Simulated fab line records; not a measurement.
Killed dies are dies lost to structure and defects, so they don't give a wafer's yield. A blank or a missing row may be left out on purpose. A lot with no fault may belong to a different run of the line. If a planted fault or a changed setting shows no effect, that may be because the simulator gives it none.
fab line records    flow sky130
record lots=24  wafers=72  lastDay=50
route steps=708 shown METAL2@498 CAPM@537 METAL5@665 PASSIVATION@683
lots that met no fault: taken from a fault-free run of the same line
startH: the number of hours between the record's first day and the start of the first shown wafer of the lot    waitH: hours elapsed since this lot's preceding step    " as in the row above    L1.1+2: a single row standing in for several wafers    - value missing, or start not given    * or withheld: withheld    < > ~ a bound
route shown NAME@n: a module of which the file shows steps, and the number in the route of the first    usual: average and standard deviation across the fault-free wafers    same: alike in all rows    chamber/n: place in a boat    sites: the reading at each site    _std_site: the values' standard deviation    _edge_site: mean of outer sites minus mean of inner sites    radiusMm: how far each site lies from the wafer's centre    mask NAME#n: copy n    behind: the most recent tool/chamber to have shaped the wafer    hold: why the lot went on hold/how many hours it stayed there/how the hold came to an end    device: the n, p or np transistor that did not switch    end of line: the route-end tests of the same wafers    a step with no rows: only its recipe    killed: dies that structure and defects cost at the first sort, which is not the same as the wafer's yield    map: a wafer's dies, x killed, . not, _ none there
set.NAME: the setting that was run; set.NAME@STEP: the one run at that earlier step    model.NAME: the simulator's own value behind a step, which no gauge read
one table for each step of the route and one row for each wafer, over a sample of lots
services: a tool's chamber out of use, with start hour (startH, from the record's first day; less than 0 if before it), hours out, and reason
## steps
# step SKY_METAL2_CD_MEAS_15
# recipe targetCdNm=140
# usual cdNm=139.4/1.6
lot.wafer  tool      chamber  startH  waitH  cdNm
L076.4     cdSem-02  -        840.01  -      140.1
L076.5     "         -        "       "      137.9
L076.6     "         -        "       "      140.0
L075.1     cdSem-02  -        840.73  -      137.8
L075.5     "         -        "       "      138.3
L075.6     "         -        "       "      136.2
L074.2     cdSem-01  -        841.80  -      141.1
L074.3     "         -        "       "      142.7
L074.4     "         -        "       "      141.2
L077.3     cdSem-01  -        842.71  -      140.1
L077.5     "         -        "       "      138.1
L077.6     "         -        "       "      139.9
L078.1     cdSem-02  -        850.73  -      137.3
L078.2     "         -        "       "      138.3
L078.3     "         -        "       "      137.1
L079.1     cdSem-02  -        860.57  -      142.3
L079.3     "         -        "       "      142.1
L079.6     "         -        "       "      143.6
L080.3     cdSem-01  -        866.91  -      142.1
L080.4     "         -        "       "      139.6
L080.6     "         -        "       "      142.0
L081.1     cdSem-02  -        876.77  -      140.3
L081.3     "         -        "       "      139.3
L081.6     "         -        "       "      139.7
L082.1     cdSem-02  -        886.22  -      137.8
L082.4     "         -        "       "      139.8
L082.5     "         -        "       "      139.3
L083.4     cdSem-02  -        892.28  -      140.7
L083.5     "         -        "       "      140.7
L083.6     "         -        "       "      141.1
L084.3     cdSem-02  -        899.87  -      139.5
L084.4     "         -        "       "      138.0
L084.5     "         -        "       "      140.1
L085.2     cdSem-02  -        901.29  -      139.7
L085.4     "         -        "       "      138.9
L085.6     "         -        "       "      138.7
L086.2     cdSem-02  -        912.00  -      138.8
L086.3     "         -        "       "      138.8
L086.6     "         -        "       "      138.2
L087.2     cdSem-02  -        921.47  -      137.6
L087.3     "         -        "       "      137.5
L087.5     "         -        "       "      138.0
L088.4     cdSem-02  -        928.88  -      139.1
L088.5     "         -        "       "      139.5
L088.6     "         -        "       "      142.2
L089.1     cdSem-01  -        932.85  -      137.7
L089.3     "         -        "       "      138.8
L089.4     "         -        "       "      137.0
L090.1     cdSem-02  -        935.48  -      138.3
L090.2     "         -        "       "      139.0
L090.5     "         -        "       "      137.9
L093.1     cdSem-01  -        975.53  -      140.0
L093.3     "         -        "       "      138.7
L093.5     "         -        "       "      140.4
L094.2     cdSem-02  -        978.52  -      137.6
L094.4     "         -        "       "      137.8
L094.6     "         -        "       "      137.4
L091.1     cdSem-01  -        979.32  -      141.0
L091.2     "         -        "       "      141.7
L091.3     "         -        "       "      141.0
L095.2     cdSem-01  -        981.65  -      140.3
L095.4     "         -        "       "      140.8
L095.6     "         -        "       "      140.3
L092.2     cdSem-02  -        982.27  -      138.7
L092.3     "         -        "       "      141.6
L092.5     "         -        "       "      139.5
L096.1     cdSem-02  -        983.55  -      137.3
L096.4     "         -        "       "      136.3
L096.5     "         -        "       "      136.5
L097.1     cdSem-01  -        989.12  -      139.9
L097.2     "         -        "       "      142.0
L097.4     "         -        "       "      138.4
# step SKY_METAL2_DESCUM_17
# recipe chemistry=O2  sourcePowerW=150  biasPowerW=0  pressureMtorr=10  tempC=40  timeS=8
# usual drypumpMotorCurrentA=5.8/0.47  oesProductAu=1.004/0.017  rfFwdPowerW=147.1/0.75
lot.wafer  tool         chamber  startH  waitH  drypumpMotorCurrentA  oesProductAu  rfFwdPowerW  rfHoursCounterH
L076.4     rieMetal-01  0        840.11  0.0    5.9                   0.973         147.8        -
L076.5     "            1        "       "      6.2                   1.020         147.5        -
L076.6     "            0        "       "      5.9                   0.990         148.0        -
L075.1     rieMetal-04  0        840.88  0.0    6.0                   1.008         145.6        9
L075.5     "            0        "       "      6.0                   1.014         145.5        -
L075.6     "            0        "       "      6.0                   1.002         145.6        -
L074.2     rieMetal-03  0        841.93  0.0    5.0                   0.973         147.2        15
L074.3     "            1        "       "      5.2                   1.007         146.1        -
L074.4     "            0        "       "      5.0                   0.975         147.2        -
L077.3     rieMetal-03  1        842.84  0.0    5.3                   1.013         146.5        -
L077.5     "            1        "       "      5.2                   1.007         146.0        -
L077.6     "            0        "       "      5.0                   0.988         148.2        -
L078.1     rieMetal-03  0        850.88  0.0    5.0                   0.976         146.6        16
L078.2     "            1        "       "      5.3                   1.000         146.8        1
L078.3     "            1        "       "      5.2                   0.996         146.2        -
L079.1     rieMetal-01  0        860.73  0.0    5.9                   0.986         147.7        17
L079.3     "            1        "       "      6.3                   1.017         147.6        -
L079.6     "            0        "       "      5.9                   0.991         147.9        -
L080.3     rieMetal-04  0        867.05  0.0    6.1                   1.018         146.1        -
L080.4     "            0        "       "      6.1                   1.008         146.0        -
L080.6     "            0        "       "      6.1                   1.009         145.9        -
L081.1     rieMetal-04  0        876.93  0.0    6.1                   1.021         146.1        12
L081.3     "            0        "       "      6.1                   1.014         146.5        -
L081.6     "            0        "       "      6.1                   1.015         146.4        -
L082.1     rieMetal-01  0        886.38  0.0    5.9                   0.990         147.2        18
L082.4     "            1        "       "      6.3                   1.024         147.3        -
L082.5     "            1        "       "      6.2                   1.023         147.5        -
L083.4     rieMetal-03  1        892.39  0.0    5.2                   1.009         145.8        -
L083.5     "            0        "       "      5.0                   0.974         147.5        -
L083.6     "            1        "       "      5.2                   1.019         145.8        -
L084.3     rieMetal-01  1        900.00  0.0    6.3                   1.025         148.3        -
L084.4     "            0        "       "      5.9                   0.994         147.9        -
L084.5     "            0        "       "      5.9                   0.979         148.1        -
L085.2     rieMetal-04  1        901.43  0.0    5.8                   1.016         146.9        0
L085.4     "            1        "       "      5.9                   1.019         146.9        -
L085.6     "            0        "       "      6.0                   1.008         146.6        -
L086.2     rieMetal-01  1        912.14  0.0    6.3                   1.021         147.6        4
L086.3     "            0        "       "      5.9                   0.989         148.1        -
L086.6     "            1        "       "      6.3                   1.021         148.4        -
L087.2     rieMetal-03  0        921.60  0.0    5.0                   0.978         147.9        1
L087.3     "            0        "       "      5.0                   0.966         146.9        -
L087.5     "            0        "       "      5.0                   0.967         147.9        -
L088.4     rieMetal-01  0        928.99  0.0    5.9                   0.996         147.6        -
L088.5     "            0        "       "      5.9                   0.994         147.5        -
L088.6     "            1        "       "      6.3                   1.015         148.3        -
L089.1     rieMetal-01  1        933.00  0.0    6.2                   1.016         147.4        5
L089.3     "            1        "       "      6.3                   1.016         147.6        -
L089.4     "            1        "       "      6.3                   1.015         146.9        -
L090.1     rieMetal-03  1        935.64  0.0    5.2                   0.997         146.4        6
L090.2     "            0        "       "      5.0                   0.980         146.6        2
L090.5     "            1        "       "      5.3                   1.003         146.2        -
L093.1     rieMetal-01  0        975.69  0.0    5.9                   1.002         148.0        1
L093.3     "            1        "       "      6.3                   1.023         147.6        -
L093.5     "            1        "       "      6.3                   1.021         148.0        -
L094.2     rieMetal-03  1        978.65  0.0    5.3                   1.017         146.8        8
L094.4     "            0        "       "      5.0                   0.966         147.6        -
L094.6     "            0        "       "      5.0                   0.968         147.8        -
L091.1     rieMetal-01  1        979.48  0.0    6.3                   1.018         147.2        10
L091.2     "            1        "       "      6.3                   1.005         147.4        -
L091.3     "            1        "       "      6.3                   1.022         147.4        -
L095.2     rieMetal-04  1        981.79  0.0    5.9                   1.032         147.4        4
L095.4     "            1        "       "      5.8                   1.027         147.5        -
L095.6     "            1        "       "      5.8                   1.033         147.0        -
L092.2     rieMetal-01  0        982.40  0.0    5.9                   0.990         148.3        1
L092.3     "            0        "       "      5.9                   0.997         147.6        -
L092.5     "            1        "       "      6.3                   1.010         147.8        -
L096.1     rieMetal-04  0        983.70  0.0    6.0                   1.007         146.4        17
L096.4     "            0        "       "      6.0                   1.014         146.5        -
L096.5     "            1        "       "      5.9                   1.028         147.6        -
L097.1     rieMetal-03  1        989.28  0.0    5.3                   1.006         146.4        8
L097.2     "            0        "       "      5.0                   0.971         147.6        4
L097.4     "            1        "       "      5.3                   1.003         146.5        -
# step SKY_CAPM_CVD_00
# recipe material=SiO2  targetThkNm=15.5  tempC=400  timeS=withheld  rfW=450
# usual heaterPowerW=772/100  rfFwdPowerW=442.0/2.4
lot.wafer  tool      chamber  startH   waitH  heaterPowerW  rfFwdPowerW
L076.4     pecvd-01  1        868.82   0.0    801           440.3
L076.5     "         2        "        "      749           439.4
L076.6     "         0        "        "      883           441.4
L075.1     pecvd-03  2        869.93   0.0    871           446.1
L075.5     "         1        "        "      956           440.7
L075.6     "         0        "        "      640           443.9
L074.2     pecvd-01  1        870.67   0.0    694           440.8
L074.3     "         0        "        "      899           441.0
L074.4     "         0        "        "      893           440.9
L077.3     pecvd-03  0        870.98   0.0    594           442.1
L077.5     "         2        "        "      738           443.8
L077.6     "         0        "        "      586           444.1
L078.1     pecvd-02  0        879.83   0.0    736           442.0
L078.2     "         1        "        "      818           439.2
L078.3     "         2        "        "      760           442.9
L079.1     pecvd-03  1        888.58   0.0    878           440.6
L079.3     "         2        "        "      835           446.6
L079.6     "         1        "        "      851           442.0
L080.3     pecvd-03  0        895.77   0.0    647           440.0
L080.4     "         1        "        "      850           440.4
L080.6     "         0        "        "      654           444.4
L081.1     pecvd-02  0        904.53   0.0    795           442.4
L081.3     "         1        "        "      781           438.5
L081.6     "         0        "        "      805           441.8
L082.1     pecvd-02  0        914.72   0.0    718           442.5
L082.4     "         2        "        "      701           443.8
L082.5     "         0        "        "      726           443.0
L083.4     pecvd-02  2        920.13   0.0    685           444.2
L083.5     "         0        "        "      793           443.2
L083.6     "         1        "        "      810           439.7
L084.3     pecvd-02  0        927.92   0.0    785           443.0
L084.4     "         2        "        "      729           443.8
L084.5     "         2        "        "      748           443.7
L085.2     pecvd-03  2        929.20   0.0    898           447.5
L085.4     "         2        "        "      871           446.5
L085.6     "         0        "        "      607           442.6
L086.2     pecvd-03  1        940.31   0.0    922           441.9
L086.3     "         2        "        "      768           447.9
L086.6     "         1        "        "      893           441.2
L087.2     pecvd-02  2        948.90   0.0    798           445.6
L087.3     "         1        "        "      812           439.9
L087.5     "         1        "        "      816           439.4
L088.4     pecvd-01  2        956.31   0.0    828           438.4
L088.5     "         1        "        "      675           441.6
L088.6     "         0        "        "      936           443.0
L089.1     pecvd-01  0        960.73   0.0    817           442.8
L089.3     "         2        "        "      811           438.1
L089.4     "         0        "        "      837           440.0
L090.1     pecvd-03  0        962.65   0.0    596           442.7
L090.2     "         2        "        "      804           444.4
L090.5     "         1        "        "      975           439.6
L093.1     pecvd-01  1        1003.29  0.0    800           443.9
L093.3     "         2        "        "      836           442.2
L093.5     "         0        "        "      898           440.9
L094.2     pecvd-01  2        1006.06  0.0    768           440.3
L094.4     "         2        "        "      763           439.8
L094.6     "         0        "        "      914           439.3
L091.1     pecvd-02  2        1007.11  0.0    805           446.7
L091.2     "         1        "        "      761           440.4
L091.3     "         0        "        "      754           441.2
L095.2     pecvd-03  0        1008.84  0.0    543           439.7
L095.4     "         0        "        "      575           441.2
L095.6     "         0        "        "      559           442.5
L092.2     pecvd-01  0        1010.41  0.0    860           440.2
L092.3     "         1        "        "      721           438.6
L092.5     "         0        "        "      855           439.4
L096.1     pecvd-03  0        1011.05  0.0    631           441.0
L096.4     "         0        "        "      639           439.9
L096.5     "         0        "        "      633           441.8
L097.1     pecvd-02  0        1016.43  0.0    804           442.6
L097.2     "         1        "        "      823           437.8
L097.4     "         1        "        "      854           438.9
# step SKY_METAL5_SPUTTER_04
# recipe material=TiN  targetThkNm=70  powerW=6500  timeS=58.3  chamberPressurePa=0.4
# usual throttleValvePct=30.1/0.91
lot.wafer  tool           chamber  startH   waitH  throttleValvePct
L076.4     pvdSputter-04  -        1024.15  0.0    28.1
L076.5     "              -        "        "      29.8
L076.6     "              -        "        "      28.4
L075.1     pvdSputter-04  -        1027.23  0.0    30.2
L075.5     "              -        "        "      31.0
L075.6     "              -        "        "      30.2
L074.2     pvdSputter-02  -        1027.53  0.0    31.4
L074.3     "              -        "        "      30.4
L074.4     "              -        "        "      30.3
L077.3     pvdSputter-03  -        1027.83  0.0    29.9
L077.5     "              -        "        "      30.1
L077.6     "              -        "        "      30.6
L078.1     pvdSputter-04  -        1034.18  0.0    28.0
L078.2     "              -        "        "      29.6
L078.3     "              -        "        "      31.1
L079.1     pvdSputter-04  -        1047.08  0.0    28.5
L079.3     "              -        "        "      30.0
L079.6     "              -        "        "      28.2
L080.3     pvdSputter-04  -        1048.88  0.0    29.9
L080.4     "              -        "        "      29.7
L080.6     "              -        "        "      30.2
L081.1     pvdSputter-02  -        1054.33  0.0    30.3
L081.3     "              -        "        "      30.3
L081.6     "              -        "        "      31.4
L082.1     pvdSputter-04  -        1067.95  0.0    28.3
L082.4     "              -        "        "      31.3
L082.5     "              -        "        "      30.2
L083.4     pvdSputter-04  -        1071.54  0.0    31.1
L083.5     "              -        "        "      30.0
L083.6     "              -        "        "      28.4
L084.3     pvdSputter-02  -        1073.71  0.0    30.4
L084.4     "              -        "        "      31.2
L084.5     "              -        "        "      31.2
L085.2     pvdSputter-04  -        1074.04  0.0    31.5
L085.4     "              -        "        "      31.3
L085.6     "              -        "        "      28.3
L086.2     pvdSputter-02  -        1083.94  0.0    30.6
L086.3     "              -        "        "      30.0
L086.6     "              -        "        "      30.1
L087.2     pvdSputter-04  -        1093.20  0.0    31.3
L087.3     "              -        "        "      30.0
L087.5     "              -        "        "      29.4
L088.4     pvdSputter-03  -        1097.97  0.0    30.1
L088.5     "              -        "        "      29.9
L088.6     "              -        "        "      29.7
L089.1     pvdSputter-02  -        1102.62  0.0    31.1
L089.3     "              -        "        "      30.4
L089.4     "              -        "        "      30.1
L090.1     pvdSputter-02  -        1111.38  0.0    31.3
L090.2     "              -        "        "      30.5
L090.5     "              -        "        "      31.4
L093.1     pvdSputter-03  -        1137.68  0.0    30.4
L093.3     "              -        "        "      29.9
L093.5     "              -        "        "      29.8
L094.2     pvdSputter-04  -        1141.68  0.0    28.3
L094.4     "              -        "        "      30.1
L094.6     "              -        "        "      29.5
L091.1     pvdSputter-02  -        1142.58  0.0    30.4
L091.2     "              -        "        "      30.8
L091.3     "              -        "        "      30.4
L095.2     pvdSputter-03  -        1142.88  0.0    29.6
L095.4     "              -        "        "      29.8
L095.6     "              -        "        "      29.9
L092.2     pvdSputter-04  -        1144.68  0.0    31.2
L092.3     "              -        "        "      30.2
L092.5     "              -        "        "      30.9
L096.1     pvdSputter-03  -        1144.98  0.0    30.5
L096.4     "              -        "        "      30.6
L096.5     "              -        "        "      30.0
L097.1     pvdSputter-04  -        1146.78  0.0    30.1
L097.2     "              -        "        "      29.7
L097.4     "              -        "        "      28.1
# step SKY_METAL5_THK_MEAS_06
# recipe thkMeasGauge=xrf  reads=AlCu_of_METAL5_SPUTTER_02
# usual METAL5_ALCU_THK=1153/15
lot.wafer  tool          chamber  startH   waitH  METAL5_ALCU_THK[nm]
L076.4     filmMetro-04  -        1024.35  0.1    1137
L076.5     "             -        "        "      1131
L076.6     "             -        "        "      1141
L075.1     filmMetro-01  -        1027.40  0.1    1153
L075.5     "             -        "        "      1165
L075.6     "             -        "        "      1164
L074.2     filmMetro-04  -        1027.71  0.1    1155
L074.3     "             -        "        "      1153
L074.4     "             -        "        "      1159
L077.3     filmMetro-03  -        1028.02  0.1    1166
L077.5     "             -        "        "      1168
L077.6     "             -        "        "      1141
L078.1     filmMetro-01  -        1034.35  0.1    1143
L078.2     "             -        "        "      1141
L078.3     "             -        "        "      1151
L079.1     filmMetro-01  -        1047.25  0.1    1140
L079.3     "             -        "        "      1150
L079.6     "             -        "        "      1146
L080.3     filmMetro-04  -        1049.07  0.1    1159
L080.4     "             -        "        "      1155
L080.6     "             -        "        "      1162
L081.1     filmMetro-04  -        1054.50  0.1    1166
L081.3     "             -        "        "      1160
L081.6     "             -        "        "      1165
L082.1     filmMetro-01  -        1068.12  0.1    1136
L082.4     "             -        "        "      1147
L082.5     "             -        "        "      1138
L083.4     filmMetro-04  -        1071.71  0.1    1193
L083.5     "             -        "        "      1177
L083.6     "             -        "        "      1177
L084.3     filmMetro-01  -        1073.92  0.1    1139
L084.4     "             -        "        "      1135
L084.5     "             -        "        "      1128
L085.2     filmMetro-01  -        1074.22  0.1    1155
L085.4     "             -        "        "      1160
L085.6     "             -        "        "      1138
L086.2     filmMetro-01  -        1084.12  0.1    1148
L086.3     "             -        "        "      1142
L086.6     "             -        "        "      1143
L087.2     filmMetro-04  -        1093.38  0.1    1172
L087.3     "             -        "        "      1164
L087.5     "             -        "        "      1162
L088.4     filmMetro-03  -        1098.17  0.1    1145
L088.5     "             -        "        "      1169
L088.6     "             -        "        "      1165
L089.1     filmMetro-04  -        1102.79  0.1    1138
L089.3     "             -        "        "      1162
L089.4     "             -        "        "      1155
L090.1     filmMetro-01  -        1111.55  0.1    1146
L090.2     "             -        "        "      1136
L090.5     "             -        "        "      1130
L093.1     filmMetro-03  -        1137.84  0.1    1151
L093.3     "             -        "        "      1175
L093.5     "             -        "        "      1138
L094.2     filmMetro-04  -        1141.86  0.1    1140
L094.4     "             -        "        "      1154
L094.6     "             -        "        "      1139
L091.1     filmMetro-04  -        1142.75  0.1    1134
L091.2     "             -        "        "      1154
L091.3     "             -        "        "      1143
L095.2     filmMetro-03  -        1143.06  0.1    1134
L095.4     "             -        "        "      1147
L095.6     "             -        "        "      1128
L092.2     filmMetro-04  -        1144.86  0.1    1191
L092.3     "             -        "        "      1183
L092.5     "             -        "        "      1192
L096.1     filmMetro-03  -        1145.15  0.1    1156
L096.4     "             -        "        "      1145
L096.5     "             -        "        "      1145
L097.1     filmMetro-01  -        1146.95  0.1    1181
L097.2     "             -        "        "      1160
L097.4     "             -        "        "      1148
# step SKY_PASSIVATION_CVD_02
# recipe material=Si3N4  targetThkNm=540  tempC=400  timeS=withheld  rfW=450
# usual heaterPowerW=725/94  rfFwdPowerW=449.2/1.2
lot.wafer  tool      chamber  startH   waitH  heaterPowerW  rfFwdPowerW
L076.4     pecvd-02  1        1047.41  0.1    771           449.0
L076.5     "         0        "        "      669           447.7
L076.6     "         2        "        "      710           448.5
L075.1     pecvd-04  1        1049.67  0.1    631           449.2
L075.5     "         1        "        "      508           448.6
L075.6     "         0        "        "      641           448.8
L074.2     pecvd-03  0        1049.76  0.0    593           449.7
L074.3     "         2        "        "      745           450.9
L074.4     "         1        "        "      851           449.2
L077.3     pecvd-02  2        1049.79  0.0    740           450.9
L077.5     "         1        "        "      799           450.5
L077.6     "         0        "        "      835           449.4
L078.1     pecvd-02  1        1055.37  0.1    724           446.9
L078.2     "         0        "        "      798           448.6
L078.3     "         2        "        "      750           449.4
L079.1     pecvd-04  1        1069.31  0.1    585           450.1
L079.3     "         0        "        "      642           449.1
L079.6     "         0        "        "      678           447.8
L080.3     pecvd-02  2        1071.21  0.0    817           447.8
L080.4     "         0        "        "      821           448.8
L080.6     "         1        "        "      837           449.7
L081.1     pecvd-02  0        1077.16  0.1    817           447.2
L081.3     "         1        "        "      714           450.3
L081.6     "         2        "        "      687           450.3
L082.1     pecvd-04  0        1090.23  0.1    685           452.2
L082.4     "         0        "        "      728           449.3
L082.5     "         1        "        "      619           447.9
L083.4     pecvd-03  1        1094.38  0.1    862           448.3
L083.5     "         2        "        "      871           447.5
L083.6     "         0        "        "      609           447.9
L084.3     pecvd-04  0        1095.69  0.0    738           448.4
L084.4     "         0        "        "      745           447.3
L084.5     "         2        "        "      805           447.7
L085.2     pecvd-04  0        1096.66  0.0    808           448.6
L085.4     "         0        "        "      634           446.9
L085.6     "         1        "        "      513           446.9
L086.2     pecvd-04  0        1104.69  0.0    692           448.9
L086.3     "         2        "        "      682           448.9
L086.6     "         1        "        "      601           447.0
L087.2     pecvd-02  1        1114.35  0.0    838           449.4
L087.3     "         0        "        "      726           449.6
L087.5     "         1        "        "      667           448.2
L088.4     pecvd-04  1        1120.14  0.1    636           449.2
L088.5     "         2        "        "      656           449.2
L088.6     "         0        "        "      775           449.1
L089.1     pecvd-03  0        1123.79  0.1    553           447.9
L089.3     "         1        "        "      867           448.2
L089.4     "         2        "        "      742           448.9
L090.1     pecvd-03  0        1131.69  0.1    532           448.6
L090.2     "         2        "        "      799           451.5
L090.5     "         2        "        "      824           453.1
L093.1     pecvd-04  2        1155.62  0.1    773           449.2
L093.3     "         1        "        "      625           450.6
L093.5     "         0        "        "      777           447.9
L094.2     pecvd-02  1        1160.69  0.0    731           448.8
L094.4     "         2        "        "      625           450.9
L094.6     "         1        "        "      789           448.7
L091.1     pecvd-02  2        1161.10  0.1    768           448.4
L091.2     "         1        "        "      844           449.9
L091.3     "         0        "        "      744           449.4
L095.2     pecvd-04  0        1161.10  0.0    758           448.1
L095.4     "         1        "        "      507           450.1
L095.6     "         2        "        "      656           449.9
L092.2     pecvd-02  0        1163.07  0.0    813           449.5
L092.3     "         2        "        "      759           450.0
L092.5     "         1        "        "      677           450.1
L096.1     pecvd-04  2        1163.24  0.1    792           448.3
L096.4     "         1        "        "      564           450.5
L096.5     "         2        "        "      799           446.6
L097.1     pecvd-04  1        1165.72  0.1    630           447.9
L097.2     "         0        "        "      716           449.3
L097.4     "         2        "        "      793           448.9
## services
tool           chamber  startH   hours  kind
pvdSputter-04  -        824.75   1.0    repair
pecvd-01       -        833.10   6.0    pm
pvdSputter-04  -        838.07   2.5    repair
pecvd-01       1        841.46   9.2    repair
pecvd-02       -        843.19   28.1   pm
pvdSputter-02  -        850.79   6.3    repair
pecvd-04       0        859.85   3.9    repair
pecvd-02       -        884.09   6.0    pm
pecvd-01       -        915.28   14.6   pm
pecvd-02       0        949.37   3.0    repair
pvdSputter-02  -        956.01   14.5   repair
pvdSputter-02  -        963.60   5.1    repair
rieMetal-03    -        966.93   0.8    repair
pvdSputter-02  -        989.07   8.4    repair
rieMetal-01    0        996.18   1.5    repair
rieMetal-01    0        1008.00  4.2    repair
pecvd-03       2        1008.33  6.2    repair
pecvd-01       0        1015.76  3.8    repair
pecvd-03       -        1023.59  1.8    repair
pecvd-03       -        1030.65  1.4    repair
pvdSputter-04  -        1044.65  2.2    repair
pecvd-04       -        1130.17  6.0    pm
pecvd-04       -        1149.41  1.2    repair
rieMetal-01    -        1165.49  0.4    repair
## key
fault none
